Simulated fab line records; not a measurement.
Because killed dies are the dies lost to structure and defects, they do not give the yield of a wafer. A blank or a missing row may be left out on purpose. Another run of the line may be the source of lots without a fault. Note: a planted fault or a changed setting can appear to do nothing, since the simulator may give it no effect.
fab line records	flow sfq-line
record lots=5	wafers=15	last-day=81
route steps=325 shown M1@62 I1@73 M2@88
lots that met no fault: from a run of the same line without faults
start-h: the number of hours between the record's first day and the start of the first shown wafer of the lot	wait-h: hours from the lot's prior step to this one	" identical to the entry in the row above	L1.1+2: a single row standing in for several wafers	- no value, or no start was given	* or withheld: withheld	< > ~ a bound
route shown NAME@n: NAME is a module with steps in the file, n the number in the route of the first one	usual: average and standard deviation across the fault-free wafers	same: alike in all rows	chamber/n: place in a boat	sites: each site's reading	_std_site: standard deviation of those values	_edge_site: inner sites' mean taken away from outer sites' mean	radius-mm: how far each site lies from the wafer's centre	mask NAME#n: copy n	behind: the tool/chamber that last shaped the wafer	hold: why the lot went on hold/how many hours it stayed there/how the hold came to an end	device: the n, p or np transistor that did not switch	end of line: tests run on the same wafers once the route is complete	for a step that has no rows: nothing shown but its recipe	killed: at the first sort, the dies lost to defects and structure; wafer yield is something else	map: the dies of a wafer, with x for killed, . for not killed, _ for no die there
set.NAME: the setting as run; set.NAME@STEP: as run at that earlier step	model.NAME: the simulator's own value behind a step, which no gauge read
certain route steps with their lots: each step a table, each wafer a row
services: a tool's chamber out of use, with start hour (start-h, from the record's first day; less than 0 if before it), hours out, and reason
## steps
# step SFQ_TRILAYER_M1_LITHO_COAT_044
# recipe resist=BARC	spin-rpm=3000	resist-thk-nm=62
# step SFQ_TRILAYER_M1_LITHO_COAT_039
# recipe resist=KrF	spin-rpm=3000	resist-thk-nm=600
# step SFQ_TRILAYER_M1_LITHO_SOFTBAKE_043
# recipe temp-c=withheld	time-s=withheld	resist=KrF
# step SFQ_TRILAYER_M1_LITHO_EXPOSE_040
# recipe mask-id=M1	na=0.6	source-shape=conventional	sigma-outer=0.65	target-cd-nm=500	dose-mj=14.4
# step SFQ_TRILAYER_M1_LITHO_PEB_042
# recipe peb-temp-c=115	peb-time-s=60	resist=KrF
# step SFQ_TRILAYER_M1_LITHO_DEVELOP_041
# recipe time-s=60	resist=KrF
# step SFQ_M1_OVL_MEAS_911
# usual M1_OVL=0/5.7
lot.wafer	tool	chamber	start-h	wait-h	M1_OVL[nm]
L855.3	overlay-02	-	565.36	0.1	-1
L855.5	"	-	"	"	3
L855.6	"	-	"	"	-6
L858.3	overlay-02	-	597.45	0.1	-5
L858.4	"	-	"	"	1
L858.6	"	-	"	"	-4
L862.3	overlay-02	-	642.53	0.1	1
L862.4	"	-	"	"	1
L862.6	"	-	"	"	-3
L865.1	overlay-01	-	665.32	0.1	2
L865.3	"	-	"	"	7
L865.4	"	-	"	"	4
L873.1	overlay-01	-	727.32	0.1	-11
L873.2	"	-	"	"	-2
L873.6	"	-	"	"	2
# step SFQ_TRILAYER_M1_BARC_OPEN_METAL_ETCH_054
# recipe mask-material=PR	chemistry=O2	target-depth-nm=125	target=BARC	icp-w=600	bias-w=80	pressure-mtorr=10	time-s=41.7
# usual drypump-motor-current-A=6.09/0.27	oes-product-au=0.684/0.005
lot.wafer	tool	chamber	start-h	wait-h	drypump-motor-current-A	oes-product-au	rf-hours-counter-h
L855.3	rie-metal-02	0	565.40	0.0	6.36	0.688	-
L855.5	"	0	"	"	6.33	0.687	-
L855.6	"	1	"	"	6.18	0.694	-
L858.3	rie-metal-01	1	597.50	0.0	5.78	0.679	-
L858.4	"	0	"	"	5.70	0.687	-
L858.6	"	0	"	"	5.70	0.685	-
L862.3	rie-metal-02	1	642.58	0.0	6.24	0.690	-
L862.4	"	0	"	"	6.37	0.681	-
L862.6	"	1	"	"	6.19	0.680	-
L865.1	rie-metal-02	1	665.36	0.0	6.19	0.686	64
L865.3	"	1	"	"	6.21	0.678	-
L865.4	"	0	"	"	6.36	0.678	-
L873.1	rie-metal-02	1	727.36	0.0	6.24	0.691	74
L873.2	"	0	"	"	6.37	0.688	157
L873.6	"	1	"	"	6.23	0.684	-
# step SFQ_TRILAYER_M1_ETCH_METAL_ETCH_042
# recipe target=Nb	stop-on=SiO2	mask-material=PR	chemistry=Cl2/Ar	target-depth-nm=240	icp-w=600	bias-w=80	pressure-mtorr=10	time-s=120
# step SFQ_TRILAYER_M1_STRIP_STRIP_043
# recipe gas=O2	power-w=200	platen-temp-c=40	overash-fraction=0.65	chemistry=O2	pressure-mtorr=50
# step SFQ_TRILAYER_M1_STRIP_SOLV_CLEAN_044
# recipe chemistry=NMP	temp-c=70	time-s=600
# step SFQ_TRILAYER_I1_DEP_PECVD_045
# recipe material=SiO2	temp-c=150	time-s=111.11	pressure-torr=2.4	rf-w=183.3	precursor=SiH4/N2O	target-thk-nm=500
# usual chamber-pressure-Torr=2.400/0.0057	heater-power-w=82/14	susceptor-temp-C=150.00/0.14	throttle-valve-pct=25.1/1
lot.wafer	tool	chamber	start-h	wait-h	chamber-pressure-Torr	heater-power-w	susceptor-temp-C	throttle-valve-pct
L855.3	pecvd-02	0	566.34	0.0	2.396	74	149.86	24.0
L855.5	"	0	"	"	2.398	73	149.96	23.9
L855.6	"	2	"	"	2.401	51	150.12	24.0
L858.3	pecvd-01	2	598.44	0.0	2.401	92	149.93	24.0
L858.4	"	0	"	"	2.401	95	150.34	24.6
L858.6	"	2	"	"	2.405	80	149.95	24.1
L862.3	pecvd-03	2	643.52	0.0	2.410	87	150.20	24.1
L862.4	"	0	"	"	2.397	70	149.94	26.1
L862.6	"	2	"	"	2.399	87	150.16	23.9
L865.1	pecvd-02	2	666.32	0.0	2.397	50	150.08	24.1
L865.3	"	1	"	"	2.403	104	150.28	26.2
L865.4	"	0	"	"	2.396	73	149.73	24.2
L873.1	pecvd-01	2	728.38	0.0	2.403	87	149.95	24.0
L873.2	"	0	"	"	2.400	93	149.89	24.9
L873.6	"	1	"	"	2.393	92	150.14	24.1
# step SFQ_TRILAYER_I1_CMP_CMP_046
# recipe material=SiO2	down-force-psi=3	platen-rpm=60	pad-velocity-m-s=0.94248
# usual motor-current-A=10.1/1.1	time-to-endpoint-s=214/7.3
lot.wafer	tool	chamber	start-h	wait-h	motor-current-A	time-to-endpoint-s	model.SiO2_of_TRILAYER_I1_DEP_PECVD_045.thk-nm
L855.3	cmp-01	1	570.20	3.8	9.5	209	199.2
L855.6	"	3	571.20	4.8	10.6	217	200.2
L855.5	"	0	"	"	10.2	226	200.8
L858.4	cmp-01	2	611.20	12.7	11.4	209	198.7
L858.3	"	0	612.20	13.7	9.6	211	200.4
L858.6	"	2	613.20	14.7	11.5	207	199.9
L862.4	cmp-01	0	649.43	5.8	9.9	211	214.9
L862.3	"	1	"	"	9.9	215	199
L862.6	"	1	651.93	8.3	9.4	218	198.9
L865.4	cmp-02	0	666.90	0.5	11.2	208	199.8
L865.1	"	1	"	"	11.6	206	200.6
L865.3	"	2	"	"	10.0	210	201.8
L873.1	cmp-01	1	730.54	2.1	10.0	209	201.3
L873.2	"	3	731.54	3.1	10.8	220	200.9
L873.6	"	1	732.54	4.1	9.9	221	199.3
# step SFQ_I1_BOW_MEAS_912
# recipe mode=bow
# usual I1_BOW=2/8.1
lot.wafer	tool	chamber	start-h	wait-h	I1_BOW[um]
L855.3	film-metro-04	-	572.24	1.5	-4
L855.5	"	-	"	"	-4
L855.6	"	-	"	"	-7
L858.3	film-metro-04	-	614.24	1.5	-7
L858.4	"	-	"	"	-6
L858.6	"	-	"	"	-11
L862.3	film-metro-03	-	652.47	2.0	3
L862.4	"	-	"	"	6
L862.6	"	-	"	"	-4
L862.3	film-metro-03	-	653.79	1.3	-
L862.4	"	-	"	"	-
L862.6	"	-	"	"	-
L865.1	film-metro-01	-	669.40	1.5	-9
L865.3	"	-	"	"	7
L865.4	"	-	"	"	15
L873.1	film-metro-01	-	733.04	2.0	-5
L873.2	"	-	"	"	-5
L873.6	"	-	"	"	-5
# step SFQ_TRILAYER_I1_METRO_MEASURE_047
# usual thk-nm=200.1/0.99
lot.wafer	tool	chamber	start-h	wait-h	thk-nm
L855.3	film-metro-04	-	572.72	0.5	199.2
L855.5	"	-	"	"	200.8
L855.6	"	-	"	"	200.1
L858.3	film-metro-04	-	614.72	0.5	200.3
L858.4	"	-	"	"	198.9
L858.6	"	-	"	"	199.9
L862.3	film-metro-03	-	657.03	3.2	199.0
L862.4	"	-	"	"	215.0
L862.6	"	-	"	"	198.9
L862.3	film-metro-03	-	658.39	1.2	199.0
L862.4	"	-	"	"	214.9
L862.6	"	-	"	"	199.0
L865.1	film-metro-01	-	669.52	0.1	200.6
L865.3	"	-	"	"	201.9
L865.4	"	-	"	"	199.7
L873.1	film-metro-01	-	733.16	0.1	201.2
L873.2	"	-	"	"	201.0
L873.6	"	-	"	"	199.3
# step SFQ_TRILAYER_I1_VIA_LITHO_COAT_054
# recipe resist=BARC	spin-rpm=3000	resist-thk-nm=62
# step SFQ_TRILAYER_I1_VIA_LITHO_COAT_049
# recipe resist=KrF	spin-rpm=3000	resist-thk-nm=650
# step SFQ_TRILAYER_I1_VIA_LITHO_SOFTBAKE_053
# recipe temp-c=withheld	time-s=withheld	resist=KrF
# step SFQ_TRILAYER_I1_VIA_LITHO_EXPOSE_050
# recipe mask-id=I1	na=0.6	source-shape=conventional	sigma-outer=0.65	target-cd-nm=500	dose-mj=21.3
# step SFQ_TRILAYER_I1_VIA_LITHO_PEB_052
# recipe peb-temp-c=115	peb-time-s=60	resist=KrF
# step SFQ_TRILAYER_I1_VIA_LITHO_DEVELOP_051
# recipe time-s=60	resist=KrF
# step SFQ_I1_OVL_MEAS_913
# usual I1_OVL=2/6.2
lot.wafer	tool	chamber	start-h	wait-h	I1_OVL[nm]
L855.3	overlay-01	-	586.76	0.1	3
L855.5	"	-	"	"	0
L855.6	"	-	"	"	7
L858.3	overlay-01	-	623.67	0.1	-4
L858.4	"	-	"	"	-4
L858.6	"	-	"	"	3
L862.3	overlay-01	-	664.71	0.1	9
L862.4	"	-	"	"	10
L862.6	"	-	"	"	8
L865.1	overlay-02	-	675.30	0.1	6
L865.3	"	-	"	"	-1
L865.4	"	-	"	"	4
L873.1	overlay-01	-	875.58	0.1	-10
L873.2	"	-	"	"	-4
L873.6	"	-	"	"	-7
# step SFQ_TRILAYER_I1_VIA_BARC_OPEN_VIA_ETCH_071
# recipe mask-material=PR	chemistry=O2	target-depth-nm=125	target=BARC	source-w=500	bias-w=80	pressure-mtorr=30	time-s=41.7
# usual drypump-motor-current-A=5.6/0.55	oes-product-au=0.684/0.0043
lot.wafer	tool	chamber	start-h	wait-h	drypump-motor-current-A	oes-product-au	rf-hours-counter-h
L855.3	rie-diel-02	2	586.78	0.0	5.5	0.687	1
L855.5	"	3	"	"	5.4	0.684	-
L855.6	"	0	"	"	5.9	0.683	-
L858.3	rie-diel-01	0	623.69	0.0	4.8	0.683	2
L858.4	"	2	"	"	5.5	0.683	53
L858.6	"	0	"	"	4.8	0.676	-
L862.3	rie-diel-04	1	664.74	0.0	5.3	0.682	2
L862.4	"	0	"	"	6.2	0.691	5
L862.6	"	0	"	"	6.2	0.685	-
L865.1	rie-diel-02	1	675.33	0.0	6.4	0.688	30
L865.3	"	2	"	"	5.5	0.684	2
L865.4	"	3	"	"	5.4	0.691	6
L873.1	rie-diel-02	0	875.61	0.0	5.9	0.696	2
L873.2	"	3	"	"	5.4	0.682	8
L873.6	"	0	"	"	5.9	0.689	-
# step SFQ_TRILAYER_I1_VIA_ETCH_VIA_ETCH_052
# recipe target=SiO2	stop-on=Nb	mask-material=PR	taper-deg=20	chemistry=CHF3	target-depth-nm=260	source-w=500	bias-w=80	pressure-mtorr=30	time-s=withheld
# usual drypump-motor-current-A=5.6/0.56	oes-product-au=0.855/0.0053
lot.wafer	tool	chamber	start-h	wait-h	drypump-motor-current-A	oes-product-au	model.I1.feature-depth-nm	model.etch.depth-nm
L855.3	rie-diel-02	2	586.82	0.0	5.5	0.854	199.2	199.2
L855.5	"	3	"	"	5.4	0.861	200.8	200.8
L855.6	"	0	"	"	5.9	0.858	200.2	200.2
L858.3	rie-diel-01	0	623.73	0.0	4.8	0.865	200.4	200.4
L858.4	"	2	"	"	5.5	0.855	198.7	198.7
L858.6	"	0	"	"	4.8	0.856	199.9	199.9
L862.3	rie-diel-04	1	664.78	0.0	5.3	0.856	199	199
L862.4	"	0	"	"	6.2	0.889	214.9	214.9
L862.6	"	0	"	"	6.2	0.849	198.9	198.9
L865.1	rie-diel-02	1	675.37	0.0	6.4	0.849	200.6	200.6
L865.3	"	2	"	"	5.5	0.854	201.8	201.8
L865.4	"	3	"	"	5.4	0.859	199.8	199.8
L873.1	rie-diel-02	0	875.65	0.0	5.9	0.862	201.3	201.3
L873.2	"	3	"	"	5.4	0.861	200.9	200.9
L873.6	"	0	"	"	5.9	0.855	199.3	199.3
# step SFQ_TRILAYER_I1_VIA_STRIP_STRIP_053
# recipe gas=O2	power-w=200	platen-temp-c=40	overash-fraction=0.65	chemistry=O2	pressure-mtorr=50
# usual drypump-motor-current-A=5.9/0.38	oes-product-au=1.000/0.0085	platen-temp-c=40.00/0.11
lot.wafer	tool	chamber	start-h	wait-h	drypump-motor-current-A	oes-product-au	platen-temp-c	rf-hours-counter-h
L855.3	rie-metal-02	1	587.14	-	6.2	0.995	39.95	-
L855.5	"	0	"	"	6.4	0.992	39.97	-
L855.6	"	1	"	"	6.2	0.990	39.99	-
L858.3	rie-metal-04	1	624.05	-	5.8	1.015	39.86	-
L858.4	"	0	"	"	5.2	1.009	39.91	-
L858.6	"	1	"	"	5.8	1.011	39.95	-
L862.3	rie-metal-04	1	665.09	-	5.9	0.997	40.20	-
L862.4	"	0	"	"	5.3	0.988	39.89	-
L862.6	"	1	"	"	5.9	1.003	39.90	-
L865.1	rie-metal-01	1	675.49	-	5.8	1.006	39.88	83
L865.3	"	1	"	"	5.8	1.011	40.17	-
L865.4	"	0	"	"	5.7	1.001	40.00	-
L873.1	rie-metal-02	0	875.77	-	6.4	0.995	39.95	9
L873.2	"	1	"	"	6.2	0.988	39.92	100
L873.6	"	0	"	"	6.4	0.995	40.02	-
# step SFQ_TRILAYER_I1_VIA_STRIP_SOLV_CLEAN_054
# recipe chemistry=NMP	temp-c=70	time-s=600
# step SFQ_TRILAYER_M2_DEP_PRE_CLEAN_056
# recipe gas=Ar	time-s=22.5	bias-v=250
lot.wafer	tool	chamber	start-h	wait-h	model.SiO2_of_TRILAYER_I1_DEP_PECVD_045.thk-nm
L855.3	pvd-sputter-03	-	587.71	0.0	191.7
L855.5	"	-	"	"	193.3
L855.6	"	-	"	"	192.7
L858.3	pvd-sputter-06	-	624.62	0.0	192.9
L858.4	"	-	"	"	191.2
L858.6	"	-	"	"	192.4
L862.3	pvd-sputter-03	-	665.70	0.0	191.5
L862.4	"	-	"	"	207.4
L862.6	"	-	"	"	191.4
L865.1	pvd-sputter-06	-	676.46	0.0	193.1
L865.3	"	-	"	"	194.3
L865.4	"	-	"	"	192.3
L873.1	pvd-sputter-04	-	876.54	0.0	193.8
L873.2	"	-	"	"	193.4
L873.6	"	-	"	"	191.8
# step SFQ_TRILAYER_M2_DEP_SPUTTER_055
# recipe material=Nb	base-pressure-pa=1.33e-06	chamber-pressure-pa=0.1333	substrate-temp-c=20	resputter-cathode-voltage-v=400	target-thk-nm=200	power-w=2000	time-s=133.3
# usual throttle-valve-pct=29.9/0.68
lot.wafer	tool	chamber	start-h	wait-h	throttle-valve-pct
L855.3	pvd-sputter-03	-	587.74	0.0	30.9
L855.5	"	-	"	"	30.6
L855.6	"	-	"	"	29.8
L858.3	pvd-sputter-06	-	624.65	0.0	29.4
L858.4	"	-	"	"	30.4
L858.6	"	-	"	"	29.6
L862.3	pvd-sputter-03	-	665.73	0.0	29.9
L862.4	"	-	"	"	29.8
L862.6	"	-	"	"	30.5
L865.1	pvd-sputter-06	-	676.49	0.0	30.6
L865.3	"	-	"	"	30.4
L865.4	"	-	"	"	29.6
L873.1	pvd-sputter-04	-	876.57	0.0	30.4
L873.2	"	-	"	"	30.8
L873.6	"	-	"	"	29.7
## services
tool	chamber	start-h	hours	kind
pvd-sputter-06	-	544.38	4.5	repair
pecvd-01	-	549.10	2.8	pm
pecvd-02	2	553.77	5.2	repair
pecvd-01	-	563.75	14.0	pm
pecvd-01	-	577.75	6.0	pm
pvd-sputter-06	-	579.43	5.4	repair
rie-metal-01	1	581.83	4.9	repair
film-metro-03	-	588.52	3.1	pm
film-metro-01	-	590.44	1.2	pm
pvd-sputter-04	-	590.53	1.2	repair
film-metro-01	-	592.70	1.7	pm
rie-diel-01	3	606.13	12.9	repair
film-metro-03	-	606.37	1.6	pm
pvd-sputter-03	-	628.49	2.6	repair
rie-diel-02	2	639.38	17.1	repair
rie-diel-02	-	642.15	0.4	repair
rie-diel-02	2	662.72	2.1	repair
pvd-sputter-06	-	685.44	2.7	repair
pvd-sputter-03	-	690.91	6.7	repair
cmp-01	-	737.28	3.8	pm
cmp-01	-	747.13	4.0	pm
cmp-01	-	747.65	1.2	repair
cmp-01	-	771.12	1.6	repair
rie-metal-02	-	867.62	0.5	repair
## key
first-sign step=SFQ_I1_BOW_MEAS_912	reading=visit	direction=added
effect step=SFQ_TRILAYER_I1_METRO_MEASURE_047	reading=visit	direction=added
effect step=SFQ_TRILAYER_I1_METRO_MEASURE_047	reading=thk-nm	direction=up	sigmas=15	usual=200.1	struck=215.0
effect step=SFQ_TRILAYER_I1_VIA_ETCH_VIA_ETCH_052	reading=oes-product-au	direction=up	sigmas=6.3	usual=0.855	struck=0.889
model-effect step=SFQ_TRILAYER_I1_CMP_CMP_046	value=SiO2_of_TRILAYER_I1_DEP_PECVD_045.thk-nm	without=199.9	struck=214.9
model-effect step=SFQ_TRILAYER_I1_VIA_ETCH_VIA_ETCH_052	value=I1.feature-depth-nm	without=199.9	struck=214.9
model-effect step=SFQ_TRILAYER_M2_DEP_PRE_CLEAN_056	value=SiO2_of_TRILAYER_I1_DEP_PECVD_045.thk-nm	without=192.4	struck=207.4
met-at SFQ_TRILAYER_I1_CMP_CMP_046
struck-wafers L862.4
onset-between 611.20 649.43
fault kind=process-parameter-drift	tool=cmp-01	chamber=0	onset-h=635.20	steps=SFQ_TRILAYER_I1_CMP_CMP_046	channel=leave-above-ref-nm	offset=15	shape=step	end-h=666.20	acts-in=these-recipes-only	stated=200
